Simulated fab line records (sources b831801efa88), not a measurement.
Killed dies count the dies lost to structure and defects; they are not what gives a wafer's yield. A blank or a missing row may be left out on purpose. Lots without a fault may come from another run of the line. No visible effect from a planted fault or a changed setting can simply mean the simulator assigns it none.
fab line records :: flow gf180mcu
record:
  lots: 5
  wafers: 15
  lastDay: 33
route steps=602 shown NSD@247 PSD@248
lots with no fault: from the same line, run without faults
startH: start of the lot's first displayed wafer, in hours after the record's first day :: waitH: hours from the lot's prior step to this one :: " same as the row above :: L1.1+2: one row covering several wafers at once :: - either no value or no given start :: * or withheld: withheld :: < > ~ a bound
route shown NAME@n: NAME is a module with steps in the file, n the number in the route of the first one :: usual: the fault-free wafers' mean and standard deviation :: same: alike in all rows :: chamber/n: place in a boat :: sites: the reading at each site :: _std_site: their standard deviation :: _edge_site: outer sites' mean less inner sites' :: radiusMm: for every site, how far away it sits from the centre of the wafer :: mask NAME#n: copy n :: behind: tool/chamber where the wafer was last shaped :: hold: the reason the lot was held/the length of the hold in hours/how it ended :: device: which transistor (n, p or np) failed to switch :: end of line: tests run on the same wafers once the route is complete :: a step without rows: its recipe alone :: killed: count of dies lost to structure and defects at first sort (not the wafer's yield) :: map: the dies of a wafer, with x for killed, . for not killed, _ for no die there
set.NAME: the setting the step ran with; set.NAME@STEP: the setting that earlier step ran with :: model.NAME: the simulator's own value behind a step, which no gauge read
lots seen at some steps along the route; tables by step, rows by wafer
services: the hour from which a tool's chamber was out of use, counted from the record's first day as startH (under 0 if before that day), plus the number of hours and why
== steps ==
step: GF_NSD_TW_MEAS_12
usual:
  NSD_TW: 4269/39
lot.wafer: L080.1
tool: filmMetro-03
chamber: -
startH: 347.91
waitH: 0.1
NSD_TW: 4202

lot.wafer: L080.3
tool: filmMetro-03
chamber: -
startH: 347.91
waitH: 0.1
NSD_TW: 4218

lot.wafer: L080.5
tool: filmMetro-03
chamber: -
startH: 347.91
waitH: 0.1
NSD_TW: 4220

lot.wafer: L084.2
tool: filmMetro-03
chamber: -
startH: 380.46
waitH: 0.1
NSD_TW: 4205

lot.wafer: L084.4
tool: filmMetro-03
chamber: -
startH: 380.46
waitH: 0.1
NSD_TW: 4195

lot.wafer: L084.5
tool: filmMetro-03
chamber: -
startH: 380.46
waitH: 0.1
NSD_TW: 4207

lot.wafer: L087.3
tool: filmMetro-01
chamber: -
startH: 402.83
waitH: 0.1
NSD_TW: 4282

lot.wafer: L087.4
tool: filmMetro-01
chamber: -
startH: 402.83
waitH: 0.1
NSD_TW: 4274

lot.wafer: L087.5
tool: filmMetro-01
chamber: -
startH: 402.83
waitH: 0.1
NSD_TW: 4282

lot.wafer: L090.2
tool: filmMetro-01
chamber: -
startH: 431.35
waitH: 0.1
NSD_TW: 4275

lot.wafer: L090.4
tool: filmMetro-01
chamber: -
startH: 431.35
waitH: 0.1
NSD_TW: 4299

lot.wafer: L090.5
tool: filmMetro-01
chamber: -
startH: 431.35
waitH: 0.1
NSD_TW: 4317

lot.wafer: L094.1
tool: filmMetro-01
chamber: -
startH: 465.25
waitH: 0.1
NSD_TW: 4309

lot.wafer: L094.4
tool: filmMetro-01
chamber: -
startH: 465.25
waitH: 0.1
NSD_TW: 4339

lot.wafer: L094.6
tool: filmMetro-01
chamber: -
startH: 465.25
waitH: 0.1
NSD_TW: 4304
step: GF_PSD_DEHYDRATE_00
recipe:
  tempC: 200
  timeS: 60
usual:
  exhaustPa: 44.8/0.96
lot.wafer: L080.1
tool: lithoTrack-04
chamber: 0
startH: 357.95
waitH: 10.0
exhaustPa: 46.0

lot.wafer: L080.3
tool: lithoTrack-04
chamber: 0
startH: 357.95
waitH: 10.0
exhaustPa: 45.0

lot.wafer: L080.5
tool: lithoTrack-04
chamber: 0
startH: 357.95
waitH: 10.0
exhaustPa: 46.7

lot.wafer: L084.2
tool: lithoTrack-02
chamber: 0
startH: 391.50
waitH: 11.0
exhaustPa: 43.6

lot.wafer: L084.4
tool: lithoTrack-02
chamber: 0
startH: 391.50
waitH: 11.0
exhaustPa: 42.8

lot.wafer: L084.5
tool: lithoTrack-02
chamber: 0
startH: 391.50
waitH: 11.0
exhaustPa: 44.5

lot.wafer: L087.3
tool: lithoTrack-04
chamber: 0
startH: 413.75
waitH: 10.9
exhaustPa: 45.4

lot.wafer: L087.4
tool: lithoTrack-04
chamber: 0
startH: 413.75
waitH: 10.9
exhaustPa: 44.5

lot.wafer: L087.5
tool: lithoTrack-04
chamber: 0
startH: 413.75
waitH: 10.9
exhaustPa: 43.7

lot.wafer: L090.2
tool: lithoTrack-03
chamber: 0
startH: 442.86
waitH: 11.5
exhaustPa: 45.2

lot.wafer: L090.4
tool: lithoTrack-03
chamber: 0
startH: 442.86
waitH: 11.5
exhaustPa: 45.4

lot.wafer: L090.5
tool: lithoTrack-03
chamber: 0
startH: 442.86
waitH: 11.5
exhaustPa: 44.4

lot.wafer: L094.1
tool: lithoTrack-02
chamber: 0
startH: 476.93
waitH: 11.7
exhaustPa: 43.8

lot.wafer: L094.4
tool: lithoTrack-02
chamber: 0
startH: 476.93
waitH: 11.7
exhaustPa: 44.3

lot.wafer: L094.6
tool: lithoTrack-02
chamber: 0
startH: 476.93
waitH: 11.7
exhaustPa: 44.3
step: GF_PSD_HMDS_01
recipe:
  primeTimeS: 60
  primeTempC: 120
usual:
  exhaustPa: 45.1/0.96
lot.wafer: L080.1
tool: lithoTrack-04
chamber: 0
startH: 358.10
waitH: 0.1
exhaustPa: 44.6

lot.wafer: L080.3
tool: lithoTrack-04
chamber: 0
startH: 358.10
waitH: 0.1
exhaustPa: 45.9

lot.wafer: L080.5
tool: lithoTrack-04
chamber: 0
startH: 358.10
waitH: 0.1
exhaustPa: 44.5

lot.wafer: L084.2
tool: lithoTrack-02
chamber: 0
startH: 391.65
waitH: 0.1
exhaustPa: 45.0

lot.wafer: L084.4
tool: lithoTrack-02
chamber: 0
startH: 391.65
waitH: 0.1
exhaustPa: 45.4

lot.wafer: L084.5
tool: lithoTrack-02
chamber: 0
startH: 391.65
waitH: 0.1
exhaustPa: 45.8

lot.wafer: L087.3
tool: lithoTrack-04
chamber: 0
startH: 413.90
waitH: 0.1
exhaustPa: 45.4

lot.wafer: L087.4
tool: lithoTrack-04
chamber: 0
startH: 413.90
waitH: 0.1
exhaustPa: 45.0

lot.wafer: L087.5
tool: lithoTrack-04
chamber: 0
startH: 413.90
waitH: 0.1
exhaustPa: 44.6

lot.wafer: L090.2
tool: lithoTrack-03
chamber: 0
startH: 443.01
waitH: 0.1
exhaustPa: 44.0

lot.wafer: L090.4
tool: lithoTrack-03
chamber: 0
startH: 443.01
waitH: 0.1
exhaustPa: 44.4

lot.wafer: L090.5
tool: lithoTrack-03
chamber: 0
startH: 443.01
waitH: 0.1
exhaustPa: 45.5

lot.wafer: L094.1
tool: lithoTrack-02
chamber: 0
startH: 477.08
waitH: 0.1
exhaustPa: 47.5

lot.wafer: L094.4
tool: lithoTrack-02
chamber: 0
startH: 477.08
waitH: 0.1
exhaustPa: 45.2

lot.wafer: L094.6
tool: lithoTrack-02
chamber: 0
startH: 477.08
waitH: 0.1
exhaustPa: 45.5
step: GF_PSD_COAT_02
recipe:
  resist: NOVOLAK
  spinRpm: 3000
  resistThkNm: 1000
usual:
  exhaustPa: 45.1/0.92
  spinSpeedRpm: 2999.8/1.8
lot.wafer: L080.1
tool: lithoTrack-04
chamber: 0
startH: 358.25
waitH: 0.1
exhaustPa: 45.7
spinSpeedRpm: 3002.7

lot.wafer: L080.3
tool: lithoTrack-04
chamber: 0
startH: 358.25
waitH: 0.1
exhaustPa: 45.8
spinSpeedRpm: 2997.3

lot.wafer: L080.5
tool: lithoTrack-04
chamber: 0
startH: 358.25
waitH: 0.1
exhaustPa: 45.1
spinSpeedRpm: 2996.1

lot.wafer: L084.2
tool: lithoTrack-02
chamber: 0
startH: 391.80
waitH: 0.1
exhaustPa: 46.4
spinSpeedRpm: 2997.0

lot.wafer: L084.4
tool: lithoTrack-02
chamber: 0
startH: 391.80
waitH: 0.1
exhaustPa: 46.4
spinSpeedRpm: 2999.0

lot.wafer: L084.5
tool: lithoTrack-02
chamber: 0
startH: 391.80
waitH: 0.1
exhaustPa: 46.1
spinSpeedRpm: 2996.0

lot.wafer: L087.3
tool: lithoTrack-04
chamber: 0
startH: 414.05
waitH: 0.1
exhaustPa: 44.7
spinSpeedRpm: 2998.6

lot.wafer: L087.4
tool: lithoTrack-04
chamber: 0
startH: 414.05
waitH: 0.1
exhaustPa: 44.0
spinSpeedRpm: 2998.7

lot.wafer: L087.5
tool: lithoTrack-04
chamber: 0
startH: 414.05
waitH: 0.1
exhaustPa: 45.0
spinSpeedRpm: 2998.2

lot.wafer: L090.2
tool: lithoTrack-03
chamber: 0
startH: 443.16
waitH: 0.1
exhaustPa: 44.5
spinSpeedRpm: 2999.1

lot.wafer: L090.4
tool: lithoTrack-03
chamber: 0
startH: 443.16
waitH: 0.1
exhaustPa: 44.4
spinSpeedRpm: 2999.4

lot.wafer: L090.5
tool: lithoTrack-03
chamber: 0
startH: 443.16
waitH: 0.1
exhaustPa: 45.9
spinSpeedRpm: 2996.7

lot.wafer: L094.1
tool: lithoTrack-02
chamber: 0
startH: 477.23
waitH: 0.1
exhaustPa: 45.6
spinSpeedRpm: 2999.3

lot.wafer: L094.4
tool: lithoTrack-02
chamber: 0
startH: 477.23
waitH: 0.1
exhaustPa: 46.9
spinSpeedRpm: 3000.5

lot.wafer: L094.6
tool: lithoTrack-02
chamber: 0
startH: 477.23
waitH: 0.1
exhaustPa: 46.5
spinSpeedRpm: 3001.3
step: GF_PSD_SOFTBAKE_03
recipe:
  tempC: 90
  timeS: 60
  resist: NOVOLAK
usual:
  exhaustPa: 44.8/0.87
lot.wafer: L080.1
tool: lithoTrack-04
chamber: 0
startH: 358.40
waitH: 0.1
exhaustPa: 44.2

lot.wafer: L080.3
tool: lithoTrack-04
chamber: 0
startH: 358.40
waitH: 0.1
exhaustPa: 43.8

lot.wafer: L080.5
tool: lithoTrack-04
chamber: 0
startH: 358.40
waitH: 0.1
exhaustPa: 43.7

lot.wafer: L084.2
tool: lithoTrack-02
chamber: 0
startH: 391.95
waitH: 0.1
exhaustPa: 43.9

lot.wafer: L084.4
tool: lithoTrack-02
chamber: 0
startH: 391.95
waitH: 0.1
exhaustPa: 44.7

lot.wafer: L084.5
tool: lithoTrack-02
chamber: 0
startH: 391.95
waitH: 0.1
exhaustPa: 43.3

lot.wafer: L087.3
tool: lithoTrack-04
chamber: 0
startH: 414.20
waitH: 0.1
exhaustPa: 46.0

lot.wafer: L087.4
tool: lithoTrack-04
chamber: 0
startH: 414.20
waitH: 0.1
exhaustPa: 46.3

lot.wafer: L087.5
tool: lithoTrack-04
chamber: 0
startH: 414.20
waitH: 0.1
exhaustPa: 45.5

lot.wafer: L090.2
tool: lithoTrack-03
chamber: 0
startH: 443.31
waitH: 0.1
exhaustPa: 44.9

lot.wafer: L090.4
tool: lithoTrack-03
chamber: 0
startH: 443.31
waitH: 0.1
exhaustPa: 45.1

lot.wafer: L090.5
tool: lithoTrack-03
chamber: 0
startH: 443.31
waitH: 0.1
exhaustPa: 46.2

lot.wafer: L094.1
tool: lithoTrack-02
chamber: 0
startH: 477.38
waitH: 0.1
exhaustPa: 45.4

lot.wafer: L094.4
tool: lithoTrack-02
chamber: 0
startH: 477.38
waitH: 0.1
exhaustPa: 45.8

lot.wafer: L094.6
tool: lithoTrack-02
chamber: 0
startH: 477.38
waitH: 0.1
exhaustPa: 44.3
step: GF_PSD_EXPOSE_04
recipe:
  maskId: Pplus
  targetCdNm: 400
  na: 0.6
  sourceShape: conventional
  sigmaOuter: 0.6
  doseMj: 140
lot.wafer: L080.1+3+5
tool: ilineStepper-02
chamber: 0
startH: -
waitH: -
mask: Pplus#0

lot.wafer: L084.2+4+5
tool: ilineStepper-01
chamber: 0
startH: -
waitH: -
mask: Pplus#0

lot.wafer: L087.3+4+5
tool: ilineStepper-02
chamber: 0
startH: -
waitH: -
mask: Pplus#0

lot.wafer: L090.2+4+5
tool: ilineStepper-02
chamber: 0
startH: -
waitH: -
mask: Pplus#0

lot.wafer: L094.1+4+6
tool: ilineStepper-01
chamber: 0
startH: -
waitH: -
mask: Pplus#0
step: GF_PSD_PEB_05
recipe:
  tempC: withheld
  timeS: *
  resist: NOVOLAK
usual:
  exhaustPa: 44.8/0.83
lot.wafer: L080.1
tool: lithoTrack-02
chamber: 0
startH: -
waitH: -
exhaustPa: 43.5

lot.wafer: L080.3
tool: lithoTrack-02
chamber: 0
startH: -
waitH: -
exhaustPa: 43.8

lot.wafer: L080.5
tool: lithoTrack-02
chamber: 0
startH: -
waitH: -
exhaustPa: 44.3

lot.wafer: L084.2
tool: lithoTrack-03
chamber: 0
startH: -
waitH: -
exhaustPa: 42.2

lot.wafer: L084.4
tool: lithoTrack-03
chamber: 0
startH: -
waitH: -
exhaustPa: 43.8

lot.wafer: L084.5
tool: lithoTrack-03
chamber: 0
startH: -
waitH: -
exhaustPa: 43.7

lot.wafer: L087.3
tool: lithoTrack-02
chamber: 0
startH: -
waitH: -
exhaustPa: 45.4

lot.wafer: L087.4
tool: lithoTrack-02
chamber: 0
startH: -
waitH: -
exhaustPa: 44.3

lot.wafer: L087.5
tool: lithoTrack-02
chamber: 0
startH: -
waitH: -
exhaustPa: 45.8

lot.wafer: L090.2
tool: lithoTrack-02
chamber: 0
startH: -
waitH: -
exhaustPa: 44.1

lot.wafer: L090.4
tool: lithoTrack-02
chamber: 0
startH: -
waitH: -
exhaustPa: 45.3

lot.wafer: L090.5
tool: lithoTrack-02
chamber: 0
startH: -
waitH: -
exhaustPa: 44.4

lot.wafer: L094.1
tool: lithoTrack-03
chamber: 0
startH: -
waitH: -
exhaustPa: 44.3

lot.wafer: L094.4
tool: lithoTrack-03
chamber: 0
startH: -
waitH: -
exhaustPa: 43.7

lot.wafer: L094.6
tool: lithoTrack-03
chamber: 0
startH: -
waitH: -
exhaustPa: 44.0
step: GF_PSD_DEVELOP_06
recipe:
  developTimeS: 60
  devTempC: 23
usual:
  exhaustPa: 45.1/0.88
lot.wafer: L080.1
tool: lithoTrack-02
chamber: 0
startH: 369.28
waitH: 0.1
exhaustPa: 45.5

lot.wafer: L080.3
tool: lithoTrack-02
chamber: 0
startH: 369.28
waitH: 0.1
exhaustPa: 43.4

lot.wafer: L080.5
tool: lithoTrack-02
chamber: 0
startH: 369.28
waitH: 0.1
exhaustPa: 44.0

lot.wafer: L084.2
tool: lithoTrack-03
chamber: 0
startH: 403.71
waitH: 0.1
exhaustPa: 45.6

lot.wafer: L084.4
tool: lithoTrack-03
chamber: 0
startH: 403.71
waitH: 0.1
exhaustPa: 44.4

lot.wafer: L084.5
tool: lithoTrack-03
chamber: 0
startH: 403.71
waitH: 0.1
exhaustPa: 45.5

lot.wafer: L087.3
tool: lithoTrack-02
chamber: 0
startH: 425.78
waitH: 0.1
exhaustPa: 45.5

lot.wafer: L087.4
tool: lithoTrack-02
chamber: 0
startH: 425.78
waitH: 0.1
exhaustPa: 47.3

lot.wafer: L087.5
tool: lithoTrack-02
chamber: 0
startH: 425.78
waitH: 0.1
exhaustPa: 44.6

lot.wafer: L090.2
tool: lithoTrack-02
chamber: 0
startH: 455.50
waitH: 0.1
exhaustPa: 43.9

lot.wafer: L090.4
tool: lithoTrack-02
chamber: 0
startH: 455.50
waitH: 0.1
exhaustPa: 43.9

lot.wafer: L090.5
tool: lithoTrack-02
chamber: 0
startH: 455.50
waitH: 0.1
exhaustPa: 44.5

lot.wafer: L094.1
tool: lithoTrack-03
chamber: 0
startH: 489.14
waitH: 0.1
exhaustPa: 44.6

lot.wafer: L094.4
tool: lithoTrack-03
chamber: 0
startH: 489.14
waitH: 0.1
exhaustPa: 44.4

lot.wafer: L094.6
tool: lithoTrack-03
chamber: 0
startH: 489.14
waitH: 0.1
exhaustPa: 45.3
step: GF_PSD_CD_MEAS_07
recipe:
  targetCdNm: 400
usual:
  cdNm: 399.0/2.5
lot.wafer: L080.1
tool: cdSem-02
chamber: -
startH: 369.43
waitH: 0.1
cdNm: 398.5

lot.wafer: L080.3
tool: cdSem-02
chamber: -
startH: 369.43
waitH: 0.1
cdNm: 400.1

lot.wafer: L080.5
tool: cdSem-02
chamber: -
startH: 369.43
waitH: 0.1
cdNm: 399.4

lot.wafer: L084.2
tool: cdSem-02
chamber: -
startH: 403.86
waitH: 0.1
cdNm: 399.8

lot.wafer: L084.4
tool: cdSem-02
chamber: -
startH: 403.86
waitH: 0.1
cdNm: 397.2

lot.wafer: L084.5
tool: cdSem-02
chamber: -
startH: 403.86
waitH: 0.1
cdNm: 401.0

lot.wafer: L087.3
tool: cdSem-02
chamber: -
startH: 426.00
waitH: 0.2
cdNm: 404.0

lot.wafer: L087.4
tool: cdSem-02
chamber: -
startH: 426.00
waitH: 0.2
cdNm: 401.9

lot.wafer: L087.5
tool: cdSem-02
chamber: -
startH: 426.00
waitH: 0.2
cdNm: 401.8

lot.wafer: L090.2
tool: cdSem-01
chamber: -
startH: 455.65
waitH: 0.1
cdNm: 400.3

lot.wafer: L090.4
tool: cdSem-01
chamber: -
startH: 455.65
waitH: 0.1
cdNm: 399.5

lot.wafer: L090.5
tool: cdSem-01
chamber: -
startH: 455.65
waitH: 0.1
cdNm: 400.4

lot.wafer: L094.1
tool: cdSem-01
chamber: -
startH: 489.29
waitH: 0.1
cdNm: 395.5

lot.wafer: L094.4
tool: cdSem-01
chamber: -
startH: 489.29
waitH: 0.1
cdNm: 397.5

lot.wafer: L094.6
tool: cdSem-01
chamber: -
startH: 489.29
waitH: 0.1
cdNm: 396.7
== services ==
tool: ilineStepper-01
chamber: -
startH: 399.62
hours: 1.4
kind: repair

tool: ilineStepper-01
chamber: -
startH: 411.72
hours: 1.7
kind: pm

tool: ilineStepper-02
chamber: -
startH: 473.27
hours: 1.7
kind: pm
== key ==
fault none
